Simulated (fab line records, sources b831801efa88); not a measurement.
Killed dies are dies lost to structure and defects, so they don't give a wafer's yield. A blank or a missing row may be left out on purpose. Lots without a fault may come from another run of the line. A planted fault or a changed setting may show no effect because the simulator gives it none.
fab line records | flow sfq_line
record lots=6 wafers=18 last_day=80
route steps=325 shown M4@162 I4@163
lots that met no fault: from a run of the same line without faults
start_h: hours from the record's first day to the start of the lot's first wafer shown | wait_h: hours since the lot's step before | " the same as in the row above | L1.1+2: a row that stands for several wafers | - no value, or no start given | * or withheld: withheld | < > ~ a bound
route shown NAME@n: a module of which the file shows steps, and the number in the route of the first | usual: mean/standard deviation of fault-free wafers | same: alike in all rows | chamber/n: place in a boat | sites: the reading at each site | _std_site: their standard deviation | _edge_site: outer sites' mean less inner sites' | radius_mm: how far each site lies from the wafer's centre | mask NAME#n: copy n | behind: the tool/chamber that last shaped the wafer | hold: why the lot was held/for how many hours/how that ended | device: the transistor (n, p or np) that didn't switch | end of line: the same wafers' tests at the end of the route | a step without rows: its recipe alone | killed: dies lost to structure and defects at the first sort, not the wafer's yield | map: a wafer's dies, x killed, . not, _ none there
set.NAME: the setting as run; set.NAME@STEP: as run at that earlier step | model.NAME: the simulator's own value behind a step, which no gauge read
lots at some steps of the route; a table a step, a row a wafer
services: from which hour (start_h, from the record's first day; less than 0 if before it) a tool's chamber was out of use, for how many hours, and why
## steps
# step SFQ_TRILAYER_M4_STRIP_SOLV_CLEAN_098
# recipe chemistry=NMP temp_c=70 time_s=600
# step SFQ_TRILAYER_I4_DEP_PECVD_099
# recipe material=SiO2 temp_c=150 time_s=111.11 pressure_torr=2.4 rf_w=183.3 precursor=SiH4/N2O target_thk_nm=500
# usual heater_power_w=81/17 showerhead_vpp_V=829/34 throttle_valve_pct=25.0/2
# same time_s=111.11
# columns lot.wafer tool chamber start_h wait_h heater_power_w showerhead_vpp_V since_wet_clean_h throttle_valve_pct
L260.3 pecvd-02 0 899.55 0.0 83 893 322 23.4
L260.5 " 2 " " 72 836 - 23.8
L260.6 " 0 " " 87 881 - 23.4
L268.2 pecvd-02 0 1102.68 0.0 89 873 525 24.1
L268.4 " 2 " " 79 827 - 24.6
L268.5 " 1 " " 88 804 - 25.2
L270.1 pecvd-03 2 1115.39 0.0 69 801 1277 29.1
L270.2 " 0 " " 61 842 1277 24.2
L270.3 " 1 " " 83 776 1277 25.8
L277.1 pecvd-02 0 1364.02 0.0 87 872 786 24.5
L277.5 " 2 " " 90 846 - 25.4
L277.6 " 1 " " 87 812 - 25.6
L279.3 pecvd-02 2 1382.02 0.0 87 831 804 26.0
L279.5 " 1 " " 84 816 - 25.7
L279.6 " 0 " " 84 893 - 24.8
L281.2 pecvd-02 1 1400.51 0.0 77 825 823 25.8
L281.4 " 2 " " 85 851 - 25.5
L281.6 " 0 " " 85 898 - 24.7
# step SFQ_TRILAYER_I4_CMP_CMP_100
# recipe material=SiO2 down_force_psi=3 platen_rpm=60 pad_velocity_m_s=0.94248
# usual motor_current_A=9.9/0.79 retaining_ring_pressure_frac=1.000/0.0052 time_to_endpoint_s=212/9
# columns lot.wafer tool chamber start_h wait_h motor_current_A retaining_ring_pressure_frac time_to_endpoint_s
L260.3 cmp-02 0 942.42 42.8 9.2 1.007 200
L260.6 " 3 943.92 44.3 9.8 0.996 217
L260.5 " 0 " " 9.9 1.002 211
L268.2 cmp-01 0 1128.83 26.1 10.4 1.002 196
L268.4 " 1 " " 11.4 0.998 205
L268.5 " 0 1130.83 28.1 10.5 1.003 201
L270.2 cmp-02 0 1135.85 20.4 9.4 1.000 215
L270.3 " 1 " " 9.1 0.997 228
L270.1 " 2 " " 10.5 0.996 219
L277.1 cmp-02 3 1364.60 0.5 9.7 0.997 199
L277.5 " 2 1366.10 2.0 10.3 0.999 200
L277.6 " 3 " " 9.6 1.009 216
L279.3 cmp-02 2 1383.10 1.0 10.5 0.999 220
L279.5 " 0 1384.10 2.0 9.7 0.994 214
L279.6 " 1 " " 9.1 0.997 225
L281.2 cmp-02 0 1402.19 1.6 10.0 0.998 217
L281.4 " 1 " " 8.7 1.002 226
L281.6 " 2 " " 10.0 1.005 215
# step SFQ_I4_BOW_MEAS_927
# recipe mode=bow
# usual I4_BOW=5/8.3
# columns lot.wafer tool chamber start_h wait_h I4_BOW[um]
L260.3 film_metro-02 - 944.96 2.0 -5
L260.5 " - " " 5
L260.6 " - " " 8
L268.2 film_metro-04 - 1131.85 2.5 -8
L268.4 " - " " -6
L268.5 " - " " -5
L270.1 film_metro-02 - 1138.35 1.0 12
L270.2 " - " " 22
L270.3 " - " " 15
L277.1 film_metro-03 - 1367.10 2.0 -7
L277.5 " - " " 4
L277.6 " - " " 2
L279.3 film_metro-03 - 1385.14 1.5 7
L279.5 " - " " 3
L279.6 " - " " 3
L281.2 film_metro-02 - 1404.21 1.5 11
L281.4 " - " " 6
L281.6 " - " " 7
# step SFQ_TRILAYER_I4_METRO_MEASURE_101
# usual thk_nm=199.4/1.3
# columns lot.wafer tool chamber start_h wait_h thk_nm
L260.3 film_metro-02 - 945.44 0.5 198.7
L260.5 " - " " 200.1
L260.6 " - " " 200.6
L268.2 film_metro-04 - 1132.15 0.3 198.9
L268.4 " - " " 198.0
L268.5 " - " " 197.6
L270.1 film_metro-02 - 1138.47 0.1 198.7
L270.2 " - " " 199.1
L270.3 " - " " 200.2
L277.1 film_metro-03 - 1367.22 0.1 199.8
L277.5 " - " " 197.0
L277.6 " - " " 198.7
L279.3 film_metro-03 - 1385.62 0.5 198.9
L279.5 " - " " 199.0
L279.6 " - " " 201.7
L281.2 film_metro-02 - 1404.51 0.3 199.5
L281.4 " - " " 200.8
L281.6 " - " " 196.5
# step SFQ_TRILAYER_I4_VIA_LITHO_COAT_108
# recipe resist=BARC spin_rpm=3000 resist_thk_nm=62
# step SFQ_TRILAYER_I4_VIA_LITHO_COAT_103
# recipe resist=KrF spin_rpm=3000 resist_thk_nm=650
# step SFQ_TRILAYER_I4_VIA_LITHO_SOFTBAKE_107
# recipe temp_c=withheld time_s=withheld resist=KrF
# step SFQ_TRILAYER_I4_VIA_LITHO_EXPOSE_104
# recipe mask_id=I4 na=0.6 source_shape=conventional sigma_outer=0.65 target_cd_nm=700 dose_mj=21.3
# step SFQ_TRILAYER_I4_VIA_LITHO_PEB_106
# recipe peb_temp_c=115 peb_time_s=60 resist=KrF
# step SFQ_TRILAYER_I4_VIA_LITHO_DEVELOP_105
# recipe time_s=60 resist=KrF
# step SFQ_I4_OVL_MEAS_928
# usual I4_OVL=-1/5.4
# columns lot.wafer tool chamber start_h wait_h I4_OVL[nm]
L260.3 overlay-01 - 948.50 0.1 -2
L260.5 " - " " -4
L260.6 " - " " -1
L268.2 overlay-02 - 1244.85 0.1 -7
L268.4 " - " " 4
L268.5 " - " " 0
L270.1 overlay-02 - 1253.33 0.1 -1
L270.2 " - " " 3
L270.3 " - " " -2
L277.1 overlay-02 - 1370.80 0.1 -7
L277.5 " - " " -1
L277.6 " - " " -6
L279.3 overlay-01 - 1527.07 0.1 -2
L279.5 " - " " -3
L279.6 " - " " 3
L281.2 overlay-01 - 1551.26 0.1 7
L281.4 " - " " 10
L281.6 " - " " 13
# step SFQ_TRILAYER_I4_VIA_BARC_OPEN_VIA_ETCH_146
# recipe mask_material=PR chemistry=O2 target_depth_nm=125 target=BARC source_w=500 bias_w=80 pressure_mtorr=30 time_s=41.7
# usual drypump_motor_current_A=5.7/0.44 oes_product_au=0.686/0.0044
# same time_s=41.7
# columns lot.wafer tool chamber start_h wait_h drypump_motor_current_A oes_product_au rf_hours_counter_h model.KrF_of_TRILAYER_I4_VIA_LITHO_COAT_103.thk_nm
L260.3 rie_diel-02 1 948.52 0.0 5.7 0.683 21 571
L260.5 " 2 " " 5.2 0.680 - 572.9
L260.6 " 3 " " 6.1 0.682 - 572.5
L268.2 rie_diel-03 2 1244.88 0.0 6.1 0.691 12 570.4
L268.4 " 0 " " 5.2 0.688 22 570.4
L268.5 " 1 " " 5.6 0.688 - 536.2
L270.1 rie_diel-03 3 1253.36 0.0 6.2 0.688 10 543.5
L270.2 " 2 " " 6.1 0.689 13 573.9
L270.3 " 1 " " 5.6 0.683 11 539.6
L277.1 rie_diel-02 0 1370.83 0.0 4.8 0.685 16 573.2
L277.5 " 3 " " 6.2 0.681 - 575.3
L277.6 " 0 " " 4.8 0.685 - 574.8
L279.3 rie_diel-03 1 1527.09 0.0 5.6 0.691 15 574.6
L279.5 " 3 " " 6.2 0.682 - 574
L279.6 " 0 " " 5.2 0.679 - 571.1
L281.2 rie_diel-03 3 1551.29 0.0 6.1 0.684 14 571.5
L281.4 " 1 " " 5.6 0.688 - 574.4
L281.6 " 0 " " 5.2 0.685 - 571.4
# step SFQ_TRILAYER_I4_VIA_ETCH_VIA_ETCH_106
# recipe target=SiO2 stop_on=Nb mask_material=PR taper_deg=20 chemistry=CHF3 target_depth_nm=260 source_w=500 bias_w=80 pressure_mtorr=30 time_s=withheld
# usual drypump_motor_current_A=5.7/0.45 oes_product_au=0.852/0.0056
# columns lot.wafer tool chamber start_h wait_h drypump_motor_current_A oes_product_au model.KrF_of_TRILAYER_I4_VIA_LITHO_COAT_103.thk_nm
L260.3 rie_diel-02 1 948.56 0.0 5.7 0.853 526.4
L260.5 " 2 " " 5.2 0.846 528.6
L260.6 " 3 " " 6.1 0.851 528.3
L268.2 rie_diel-03 2 1244.92 0.0 6.1 0.850 525
L268.4 " 0 " " 5.2 0.850 525.3
L268.5 " 1 " " 5.6 0.844 492.5
L270.1 rie_diel-03 3 1253.40 0.0 6.2 0.847 498.9
L270.2 " 2 " " 6.1 0.856 528.5
L270.3 " 1 " " 5.6 0.856 495.8
L277.1 rie_diel-02 0 1370.87 0.0 4.8 0.851 529.9
L277.5 " 3 " " 6.1 0.847 531.8
L277.6 " 0 " " 4.8 0.856 531.4
L279.3 rie_diel-03 1 1527.13 0.0 5.6 0.854 530.1
L279.5 " 3 " " 6.2 0.851 528.7
L279.6 " 0 " " 5.2 0.856 525.5
L281.2 rie_diel-03 3 1551.33 0.0 6.2 0.853 525.9
L281.4 " 1 " " 5.6 0.855 529.8
L281.6 " 0 " " 5.2 0.838 526.3
# step SFQ_TRILAYER_I4_VIA_STRIP_STRIP_107
# recipe gas=O2 power_w=200 platen_temp_c=40 overash_fraction=0.65 chemistry=O2 pressure_mtorr=50
# usual drypump_motor_current_A=5.7/0.51 oes_product_au=0.998/0.01
# columns lot.wafer tool chamber start_h wait_h drypump_motor_current_A oes_product_au rf_hours_counter_h
L260.3 rie_metal-02 0 948.88 - 4.8 1.008 -
L260.5 " 1 " " 6.0 0.997 -
L260.6 " 0 " " 4.8 1.024 -
L268.2 rie_metal-01 0 1245.24 - 5.9 0.987 -
L268.4 " 0 " " 5.9 1.006 -
L268.5 " 0 " " 5.9 0.994 -
L270.1 rie_metal-04 1 1253.52 - 5.0 0.986 78
L270.2 " 0 " " 6.2 0.989 115
L270.3 " 0 " " 6.2 0.983 -
L277.1 rie_metal-01 1 1370.99 - 6.1 0.986 1
L277.5 " 1 " " 6.1 0.989 -
L277.6 " 0 " " 5.8 1.006 -
L279.3 rie_metal-01 1 1527.65 - 6.1 1.006 -
L279.5 " 1 " " 6.1 0.997 -
L279.6 " 1 " " 6.1 1.001 -
L281.2 rie_metal-01 0 1551.45 - 5.9 1.004 2
L281.4 " 1 " " 6.1 0.995 -
L281.6 " 1 " " 6.0 0.999 -
## services
# columns tool chamber start_h hours kind
rie_diel-03 1 939.64 3.7 repair
pecvd-02 - 946.25 3.4 repair
cmp-02 - 954.38 4.6 repair
rie_diel-03 3 963.12 5.3 repair
rie_diel-03 2 968.31 1.7 repair
pecvd-02 - 975.17 4.3 pm
rie_diel-03 3 1031.74 29.1 repair
rie_diel-03 0 1058.77 11.5 repair
rie_diel-03 2 1068.51 13.2 repair
rie_diel-03 - 1173.56 0.7 repair
rie_diel-03 3 1187.24 3.4 repair
rie_diel-03 3 1204.13 10.4 repair
rie_diel-03 - 1204.82 0.5 repair
rie_diel-03 - 1261.25 14.6 pm
rie_diel-03 0 1282.28 3.8 repair
rie_diel-03 2 1307.49 2.7 repair
rie_diel-03 - 1353.61 2.8 pm
rie_diel-03 0 1360.57 6.8 repair
rie_diel-03 1 1365.90 3.1 repair
rie_diel-03 - 1386.75 34.4 repair
rie_diel-03 0 1455.73 1.7 repair
rie_diel-03 3 1459.27 11.4 repair
rie_diel-03 2 1499.09 58.7 repair
rie_diel-03 1 1505.39 9.7 repair
## key
first_sign none at tools or gauges
model_effect step=SFQ_TRILAYER_I4_VIA_BARC_OPEN_VIA_ETCH_146 value=KrF_of_TRILAYER_I4_VIA_LITHO_COAT_103.thk_nm without=573.9 struck=539.8
model_effect step=SFQ_TRILAYER_I4_VIA_ETCH_VIA_ETCH_106 value=KrF_of_TRILAYER_I4_VIA_LITHO_COAT_103.thk_nm without=529.8 struck=495.7
met_at SFQ_TRILAYER_I4_VIA_BARC_OPEN_VIA_ETCH_146
struck_wafers L268.5,L270.1,L270.3
fault kind=process_parameter_drift tool=rie_diel-03 chamber=- onset_h=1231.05 steps=SFQ_TRILAYER_I4_VIA_BARC_OPEN_VIA_ETCH_146 channel=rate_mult offset=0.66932 shape=step end_h=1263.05 scope=struck_wafers_only
